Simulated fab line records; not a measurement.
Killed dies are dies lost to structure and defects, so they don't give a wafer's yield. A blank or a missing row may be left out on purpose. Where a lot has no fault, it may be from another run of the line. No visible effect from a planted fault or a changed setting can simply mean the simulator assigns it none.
fab line records	flow sky130
record: lots: 12	wafers: 36	last_day: 50
route steps=708 shown VIA2@521 METAL3@532 CAPM@537 PAD_OPEN@708
lots untouched by any fault: they come from a run of this same line in which no faults occurred
start_h: the number of hours between the record's first day and the start of the first shown wafer of the lot	wait_h: hours since the lot's step before	" repeats the value in the row above	L1.1+2: one row covering several wafers at once	- no value, or no start given	* or withheld: withheld	< > ~ a bound
route shown NAME@n: NAME is a module with steps in the file, n the number in the route of the first one	usual: mean/standard deviation taken from wafers without a fault	same: alike in all rows	chamber/n: place in a boat	sites: per-site readings	_std_site: how widely they spread, as a standard deviation	_edge_site: outer sites' mean less inner sites'	radius_mm: for every site, how far away it sits from the centre of the wafer	mask NAME#n: copy n	behind: the most recent tool/chamber to have shaped the wafer	hold: cause of the lot's hold/its duration in hours/its outcome	device: whichever transistor did not switch (one of n, p or np)	end of line: at the end of the route, the tests of the same wafers	a step with no rows: only its recipe	killed: dies lost to structure and defects at the first sort, not the wafer's yield	map: per-die view of a wafer (x killed, . not killed, _ where there is no die)
set.NAME: the run value of the setting; set.NAME@STEP: its run value at that earlier step	model.NAME: the simulator's own value behind a step, which no gauge read
route steps across a sampled set of lots; one table per step, one row per wafer
services: a tool's chamber out of use, with start hour (start_h, from the record's first day; less than 0 if before it), hours out, and reason
== steps ==
step: SKY_VIA2_ETCH_14
recipe: chemistry: N2/H2	target: BARC	ion_energy_ev: 200	source_w: 500	bias_w: 102.8	pressure_mtorr: 30	n2_flow_sccm: 100	h2_flow_sccm: 200	stop_on: SiO2	time_s: 45.9	target_depth_a: 600
usual: drypump_motor_current_A: 5.9/0.47	oes_product_au: 0.855/0.0048	throttle_valve_pct: 13.224/0.0088
lot.wafer	tool	chamber	start_h	wait_h	drypump_motor_current_A	oes_product_au	rf_hours_counter_h	throttle_valve_pct
L966.2	rie_diel-04	1	847.13	0.0	5.9	0.852	19	13.203
L966.5	"	1	"	"	5.9	0.855	-	13.217
L966.6	"	3	"	"	6.5	0.866	-	13.220
L968.1	rie_diel-04	3	885.87	0.0	6.4	0.860	10	13.225
L968.3	"	0	"	"	5.1	0.852	16	13.229
L968.6	"	0	"	"	5.1	0.861	-	13.239
L971.1	rie_diel-03	2	891.00	0.0	6.3	0.855	19	13.223
L971.2	"	1	"	"	5.1	0.851	13	13.228
L971.4	"	3	"	"	6.4	0.853	18	13.222
L972.1	rie_diel-01	1	892.02	0.0	5.5	0.858	17	13.209
L972.2	"	3	"	"	6.1	0.853	2	13.217
L972.5	"	0	"	"	5.7	0.851	-	13.222
L973.1	rie_diel-01	3	896.58	0.0	6.1	0.858	2	13.221
L973.3	"	2	"	"	5.9	0.861	27	13.237
L973.4	"	1	"	"	5.4	0.851	17	13.228
L974.1	rie_diel-03	2	911.17	0.0	6.3	0.868	20	13.227
L974.5	"	1	"	"	5.1	0.857	-	13.214
L974.6	"	0	"	"	6.4	0.859	-	13.235
L981.2	rie_diel-03	3	969.55	0.0	6.3	0.862	20	13.216
L981.3	"	0	"	"	6.4	0.858	21	13.214
L981.4	"	2	"	"	6.3	0.851	22	13.211
L979.1	rie_diel-01	0	971.00	0.0	5.7	0.853	17	13.217
L979.3	"	1	"	"	5.4	0.855	19	13.226
L979.4	"	2	"	"	5.9	0.854	1	13.227
L983.4	rie_diel-01	0	974.40	0.0	5.7	0.852	17	13.230
L983.5	"	2	"	"	6.0	0.858	-	13.215
L983.6	"	1	"	"	5.5	0.850	-	13.226
L984.3	rie_diel-04	2	977.01	0.0	5.8	0.854	3	13.235
L984.4	"	1	"	"	5.9	0.864	1	13.211
L984.6	"	1	"	"	5.9	0.851	-	13.229
L986.2	rie_diel-01	0	991.96	0.0	5.7	0.848	18	13.211
L986.3	"	3	"	"	6.1	0.851	4	13.235
L986.6	"	2	"	"	5.9	0.861	-	13.235
L987.2	rie_diel-04	2	996.86	0.0	5.8	0.855	4	13.233
L987.3	"	0	"	"	5.1	0.857	19	13.218
L987.6	"	0	"	"	5.1	0.854	-	13.222
step: SKY_VIA2_CMP_24
recipe: stop_on: SiO2	t_overpolish_s: 20	down_force_psi: 3.5	platen_rpm: 60	target_thk_nm: 0	pad_velocity_m_s: 0.94248
usual: motor_current_A: 11.2/1.3	overpolish_run_s: 20.000/0.0095	slurry_filter_dp_kPa: 13.49/0.13	slurry_flow_ml_min: 150.0/0.45	time_to_endpoint_s: 101/3.2
lot.wafer	tool	chamber	start_h	wait_h	motor_current_A	overpolish_run_s	slurry_filter_dp_kPa	slurry_flow_ml_min	time_to_endpoint_s
L966.2	cmp-01	0	848.40	0.1	12.7	20.001	13.61	150.2	102
L966.6	"	2	"	"	12.2	20.014	13.49	149.9	102
L966.5	"	3	"	"	12.1	19.986	13.53	150.0	103
L968.1	cmp-01	0	887.04	0.1	13.2	20.017	13.51	149.7	98
L968.3	"	1	"	"	11.4	20.005	13.58	149.5	98
L968.6	"	3	"	"	11.5	19.989	13.58	149.5	98
L971.4	cmp-01	2	892.11	0.0	11.9	20.011	13.64	150.1	98
L971.2	"	3	"	"	11.7	19.993	13.64	150.8	98
L971.1	"	1	"	"	11.5	20.003	13.53	150.0	104
L972.2	cmp-02	2	893.18	0.0	11.1	19.996	13.56	149.8	99
L972.1	"	3	"	"	10.3	19.992	13.55	149.9	100
L972.5	"	2	"	"	10.9	19.991	13.58	149.6	97
L973.1	cmp-01	2	897.68	0.1	11.8	19.979	13.37	150.0	99
L973.4	"	3	"	"	11.5	20.004	13.47	149.9	100
L973.3	"	1	"	"	11.6	19.998	13.65	150.0	95
L974.1	cmp-01	1	916.73	4.5	11.4	20.003	13.52	150.6	102
L974.6	"	2	"	"	11.3	19.987	13.48	149.4	103
L974.5	"	3	"	"	11.5	20.002	13.58	150.8	104
L981.4	cmp-01	1	970.65	0.0	11.9	20.003	13.53	149.5	98
L981.3	"	3	"	"	11.0	20.008	13.35	150.4	102
L981.2	"	0	"	"	13.1	20.009	13.34	149.5	98
L979.1	cmp-02	0	972.07	0.1	11.0	19.990	13.29	150.0	101
L979.3	"	1	"	"	8.3	19.994	13.63	150.5	101
L979.4	"	3	"	"	9.6	19.997	13.45	150.1	104
L983.4	cmp-01	2	975.48	0.0	12.1	19.995	13.42	150.4	92
L983.6	"	2	"	"	11.6	19.994	13.61	150.5	96
L983.5	"	3	"	"	11.4	20.005	13.35	149.8	98
L984.4	cmp-01	0	978.25	0.2	13.4	19.996	13.59	148.9	96
L984.3	"	2	"	"	11.5	20.013	13.49	150.6	95
L984.6	"	0	"	"	13.2	19.988	13.52	149.4	94
L986.3	cmp-01	2	993.21	0.2	12.0	19.987	13.46	150.1	98
L986.2	"	3	"	"	11.3	20.001	13.73	150.0	98
L986.6	"	1	"	"	11.9	19.994	13.59	150.4	97
L987.3	cmp-02	3	997.93	0.0	9.7	20.001	13.33	151.2	104
L987.2	"	1	"	"	8.0	19.989	13.59	150.3	101
L987.6	"	0	"	"	11.0	19.999	13.40	150.5	101
step: SKY_METAL3_SPUTTER_00
recipe: material: Ti	target_thk_nm: 15	power_w: 3000	time_s: 10	chamber_pressure_pa: 0.4
usual: throttle_valve_pct: 30.4/1
lot.wafer	tool	chamber	start_h	wait_h	throttle_valve_pct
L966.2	pvd_sputter-02	-	848.60	0.1	30.6
L966.5	"	-	"	"	30.4
L966.6	"	-	"	"	31.2
L968.1	pvd_sputter-02	-	887.29	0.2	31.1
L968.3	"	-	"	"	29.8
L968.6	"	-	"	"	31.2
L971.1	pvd_sputter-01	-	892.41	0.1	29.9
L971.2	"	-	"	"	29.2
L971.4	"	-	"	"	28.6
L972.1	pvd_sputter-01	-	893.48	0.2	30.0
L972.2	"	-	"	"	31.4
L972.5	"	-	"	"	28.8
L973.1	pvd_sputter-03	-	897.98	0.2	29.9
L973.3	"	-	"	"	32.1
L973.4	"	-	"	"	30.7
L974.1	pvd_sputter-03	-	916.88	0.1	30.5
L974.5	"	-	"	"	30.5
L974.6	"	-	"	"	29.8
L981.2	pvd_sputter-02	-	970.95	0.1	30.7
L981.3	"	-	"	"	31.2
L981.4	"	-	"	"	31.9
L979.1	pvd_sputter-01	-	972.37	0.2	29.9
L979.3	"	-	"	"	29.3
L979.4	"	-	"	"	28.8
L983.4	pvd_sputter-02	-	975.78	0.2	30.5
L983.5	"	-	"	"	31.3
L983.6	"	-	"	"	30.7
L984.3	pvd_sputter-01	-	978.55	0.1	31.4
L984.4	"	-	"	"	28.7
L984.6	"	-	"	"	28.7
L986.2	pvd_sputter-03	-	993.41	0.1	30.4
L986.3	"	-	"	"	29.9
L986.6	"	-	"	"	32.2
L987.2	pvd_sputter-03	-	998.23	0.1	30.4
L987.3	"	-	"	"	29.8
L987.6	"	-	"	"	32.5
step: SKY_CAPM_CVD_00
recipe: material: SiO2	target_thk_nm: 15.5	temp_c: 400	time_s: withheld	rf_w: 450
usual: heater_power_outer_w: 402/72	heater_power_w: 688/120
lot.wafer	tool	chamber	start_h	wait_h	heater_power_outer_w	heater_power_w
L966.2	pecvd-01	0	848.76	0.0	358	579
L966.5	"	0	"	"	350	570
L966.6	"	1	"	"	408	656
L968.1	pecvd-01	0	887.44	0.0	357	602
L968.3	"	1	"	"	329	573
L968.6	"	2	"	"	324	542
L971.1	pecvd-01	0	892.56	0.0	313	541
L971.2	"	1	"	"	389	656
L971.4	"	0	"	"	309	532
L972.1	pecvd-04	1	893.63	0.0	-	-
L972.2	"	2	"	"	-	-
L972.5	"	1	"	"	-	-
L973.1	pecvd-01	2	898.13	0.0	-	-
L973.3	"	0	"	"	-	-
L973.4	"	0	"	"	-	-
L974.1	pecvd-01	2	917.04	0.0	-	-
L974.5	"	2	"	"	-	-
L974.6	"	0	"	"	-	-
L981.2	pecvd-04	2	971.10	0.0	501	902
L981.3	"	0	"	"	379	624
L981.4	"	1	"	"	383	706
L979.1	pecvd-04	2	972.52	0.0	450	835
L979.3	"	1	"	"	331	613
L979.4	"	2	"	"	447	825
L983.4	pecvd-02	2	975.94	0.0	490	848
L983.5	"	1	"	"	594	994
L983.6	"	0	"	"	353	639
L984.3	pecvd-02	2	978.70	0.0	407	720
L984.4	"	2	"	"	408	707
L984.6	"	0	"	"	456	757
L986.2	pecvd-01	0	993.57	0.0	385	653
L986.3	"	2	"	"	374	604
L986.6	"	0	"	"	403	635
L987.2	pecvd-04	2	998.38	0.0	493	856
L987.3	"	1	"	"	396	690
L987.6	"	2	"	"	496	881
step: SKY_PAD_OPEN_PROBE_99
usual: defect_limited_yield: 82.7/1.9	killed_at_M0_to_M3: 43/7.7	killed_at_M4_up: 3.0/1.7	killed_at_contacts: 24/5.2	killed_at_front_end: 15/4.5	killed_at_other: 0.3/0.5	killed_dies: 85/9.5	killed_on_rim: 17/4	killed_open: 47/6.6	killed_short: 38/6.6	sort_bin_3_pad_short: 0.8/0.39	sort_bin_5_function: 10.2/1.4	sort_bin_6_memory: 6.3/1.1	sort_n_pass: 407/9.5	sort_yield_pct: 82.7/1.9
same: gross_dies: 492	killed_at_back_side: 0	sort_bin_4_leakage[%]: 0	sort_bin_8_speed[%]: 0
lot.wafer	tool	chamber	start_h	wait_h	defect_limited_yield[%]	killed_at_M0_to_M3	killed_at_M4_up	killed_at_contacts	killed_at_front_end	killed_at_other	killed_dies	killed_on_rim	killed_open	killed_short	sort_bin_3_pad_short[%]	sort_bin_5_function[%]	sort_bin_6_memory[%]	sort_n_pass	sort_yield_pct[%]
L972.1	prober-01	-	1111.39	0.1	0	35	0	19	21	417	492	96	39	36	1.2	93.3	5.5	0	0
L972.2	prober-01	-	1111.44	0.1	0	39	2	18	19	414	492	96	42	36	1.0	94.1	4.9	0	0
L972.5	prober-01	-	1111.59	0.2	0	40	2	36	13	401	492	96	50	41	1.4	93.3	5.3	0	0
L973.1	prober-02	-	1112.57	0.1	0	32	5	27	13	415	492	96	45	32	0.2	93.9	5.9	0	0
L973.3	prober-02	-	1112.67	0.2	0	48	4	24	16	400	492	96	47	45	1.2	92.1	6.7	0	0
L973.4	prober-02	-	1112.72	0.2	0	29	2	22	15	424	492	96	43	26	0.4	92.9	6.7	0	0
L974.1	prober-01	-	1122.53	0.1	0	30	5	19	13	425	492	96	40	27	0.8	94.5	4.7	0	0
L974.5	prober-01	-	1122.73	0.2	0	32	4	26	18	412	492	96	35	45	1.0	92.9	6.1	0	0
L974.6	prober-01	-	1122.78	0.2	0	38	3	26	13	412	492	96	51	29	0.4	93.9	5.7	0	0
L983.4	prober-01	-	1175.28	0.2	81.1	44	4	30	15	0	93	16	49	44	1.0	10.2	7.7	399	81.1
L983.5	prober-01	-	1175.33	0.2	85.2	35	3	24	10	1	73	12	44	29	0.2	9.1	5.5	419	85.2
L983.6	prober-01	-	1175.38	0.2	81.5	46	1	27	17	0	91	21	50	41	0.8	10.6	7.1	401	81.5
L986.2	prober-01	-	1182.98	0.1	79.5	54	2	34	11	0	101	22	56	45	1.6	12.0	6.9	391	79.5
L986.3	prober-01	-	1183.03	0.2	81.9	47	5	28	9	0	89	14	48	41	1.0	11.8	5.3	403	81.9
L986.6	prober-01	-	1183.18	0.2	82.5	41	4	28	13	0	86	20	47	39	0.4	10.6	6.5	406	82.5
killed by level:class
L972.1 CAPM:area_cvd=417 VIA1:geometric_particle:open=10 POLY_GATE:geometric_particle:short=8 LI_CONTACT:geometric_particle:open=6 CONTACT:geometric_particle:short=6 FIELD_ISO:geometric_particle:short=4 CONTACT:geometric_particle:open=4 VIA2:geometric_particle:short=4
L972.2 CAPM:area_cvd=414 VIA2:geometric_particle:open=7 FIELD_ISO:geometric_particle:open=6 CONTACT:geometric_particle:open=6 CONTACT:geometric_particle:short=6 VIA1:geometric_particle:open=6 METAL2:geometric_particle:short=6 VIA3:geometric_particle:open=6
L972.5 CAPM:area_cvd=401 VIA1:geometric_particle:open=11 CONTACT:geometric_particle:open=10 CONTACT:geometric_particle:short=10 LI_CONTACT:geometric_particle:open=7 VIA2:geometric_particle:open=7 POLY_GATE:geometric_particle:open=6 LI_CONTACT:geometric_particle:short=6
L973.1 CAPM:area_cvd=415 CONTACT:geometric_particle:open=10 VIA3:geometric_particle:open=7 CONTACT:geometric_particle:short=7 VIA1:geometric_particle:open=6 LI_CONTACT:geometric_particle:open=5 POLY_GATE:geometric_particle:open=4 METAL4:geometric_particle:short=4
L973.3 CAPM:area_cvd=400 VIA1:geometric_particle:open=11 CONTACT:geometric_particle:open=8 VIA2:geometric_particle:open=6 CONTACT:geometric_particle:short=6 METAL1:geometric_particle:short=6 LI_CONTACT:geometric_particle:open=5 METAL3:geometric_particle:short=5
L973.4 CAPM:area_cvd=423 CONTACT:geometric_particle:open=9 VIA1:geometric_particle:open=8 VIA3:geometric_particle:open=8 CONTACT:geometric_particle:short=5 FIELD_ISO:geometric_particle:short=4 LI_CONTACT:geometric_particle:open=4 SPACER:geometric_particle:open=3
L974.1 CAPM:area_cvd=425 VIA1:geometric_particle:open=10 CONTACT:geometric_particle:open=9 VIA2:geometric_particle:open=6 FIELD_ISO:geometric_particle:open=5 METAL2:geometric_particle:short=5 LI_CONTACT:geometric_particle:short=4 POLY_GATE:geometric_particle:short=3
L974.5 CAPM:area_cvd=412 VIA1:geometric_particle:open=11 CONTACT:geometric_particle:short=10 CONTACT:geometric_particle:open=7 METAL2:geometric_particle:short=6 FIELD_ISO:geometric_particle:open=5 FIELD_ISO:geometric_particle:short=5 METAL4:geometric_particle:short=4
L974.6 CAPM:area_cvd=412 VIA1:geometric_particle:open=15 CONTACT:geometric_particle:open=11 METAL2:geometric_particle:short=7 LI_CONTACT:geometric_particle:open=6 VIA2:geometric_particle:open=5 POLY_GATE:geometric_particle:open=5 LI_CONTACT:geometric_particle:short=4
L983.4 CONTACT:geometric_particle:open=12 VIA1:geometric_particle:open=11 LI_CONTACT:geometric_particle:open=8 VIA1:geometric_particle:short=7 POLY_GATE:geometric_particle:short=5 METAL1:geometric_particle:short=5 METAL2:geometric_particle:short=5 VIA3:geometric_particle:open=5
L983.5 LI_CONTACT:geometric_particle:open=16 VIA1:geometric_particle:open=7 METAL1:geometric_particle:short=6 VIA2:geometric_particle:open=6 VIA2:geometric_particle:short=5 POLY_GATE:geometric_particle:open=4 CONTACT:geometric_particle:open=4 METAL3:geometric_particle:short=4
L983.6 LI_CONTACT:geometric_particle:open=10 VIA1:geometric_particle:open=10 CONTACT:geometric_particle:open=9 METAL2:geometric_particle:short=8 POLY_GATE:geometric_particle:open=6 VIA3:geometric_particle:open=5 VIA1:geometric_particle:short=4 VIA3:geometric_particle:short=4
L986.2 CONTACT:geometric_particle:open=16 LI_CONTACT:geometric_particle:open=11 VIA1:geometric_particle:open=10 METAL1:geometric_particle:short=9 VIA1:geometric_particle:short=7 METAL2:geometric_particle:short=6 VIA2:geometric_particle:open=6 POLY_GATE:geometric_particle:short=4
L986.3 LI_CONTACT:geometric_particle:open=10 VIA1:geometric_particle:open=9 VIA1:geometric_particle:short=9 VIA3:geometric_particle:open=8 CONTACT:geometric_particle:open=7 CONTACT:geometric_particle:short=7 METAL1:geometric_particle:short=5 POLY_GATE:geometric_particle:open=4
L986.6 VIA1:geometric_particle:open=11 CONTACT:geometric_particle:open=9 LOCAL_INTERCONNECT:geometric_particle:short=8 VIA2:geometric_particle:open=6 LI_CONTACT:geometric_particle:open=6 FIELD_ISO:geometric_particle:short=4 VIA1:geometric_particle:short=4 VIA2:geometric_particle:short=4
== services ==
tool	chamber	start_h	hours	kind
rie_diel-04	-	829.56	4.3	pm
cmp-02	-	841.62	5.5	pm
rie_diel-04	2	851.18	3.6	repair
cmp-02	-	852.76	5.0	pm
cmp-01	-	853.94	19.0	repair
rie_diel-01	0	855.01	3.0	repair
rie_diel-03	1	869.56	4.3	repair
cmp-01	-	874.53	2.1	repair
cmp-01	-	883.12	1.7	repair
rie_diel-03	-	896.63	2.2	repair
pvd_sputter-02	-	905.93	6.7	repair
pvd_sputter-02	-	907.84	5.2	repair
cmp-01	-	912.28	4.0	pm
pvd_sputter-02	-	914.69	4.2	repair
rie_diel-04	1	916.11	4.3	repair
rie_diel-04	-	924.05	3.3	repair
rie_diel-01	0	937.64	1.4	repair
pvd_sputter-01	-	946.54	2.2	repair
rie_diel-04	1	968.21	3.4	repair
pecvd-01	-	975.37	2.8	pm
pecvd-01	-	978.12	0.8	pm
cmp-01	-	979.45	5.1	pm
pvd_sputter-02	-	980.54	13.6	repair
pecvd-01	-	983.68	0.6	repair
== key ==
first_sign: step: SKY_CAPM_CVD_00	reading: tool_record	direction: missing
effect: step: SKY_PAD_OPEN_PROBE_99	reading: killed_at_other	direction: up	sigmas: 99+	usual: 0.3	struck: 413.3
more_kills_born_at: SKY_CAPM_CVD_00@pecvd-01: 2487	SKY_CAPM_CVD_00@pecvd-04: 1232
met_at SKY_CAPM_CVD_00
struck_lots L972,L973,L974
later_rows_left_out L972.1,L972.2,L972.5,L973.1,L973.3,L973.4,L974.1,L974.5,L974.6
not_acting_at SKY_VIA2_ETCH_14,SKY_VIA2_CMP_24,SKY_METAL3_SPUTTER_00
onset_between 892.56 893.63
fault: kind: skipped_step_whole	tool: pecvd-01,pecvd-04	chamber: -	onset_h: 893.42	steps: SKY_CAPM_CVD_00	scope: struck_lots_only
later_rows_left_out: the simulator's readings of these wafers behind a module that went badly wrong aren't trusted and aren't shown, but for the sort
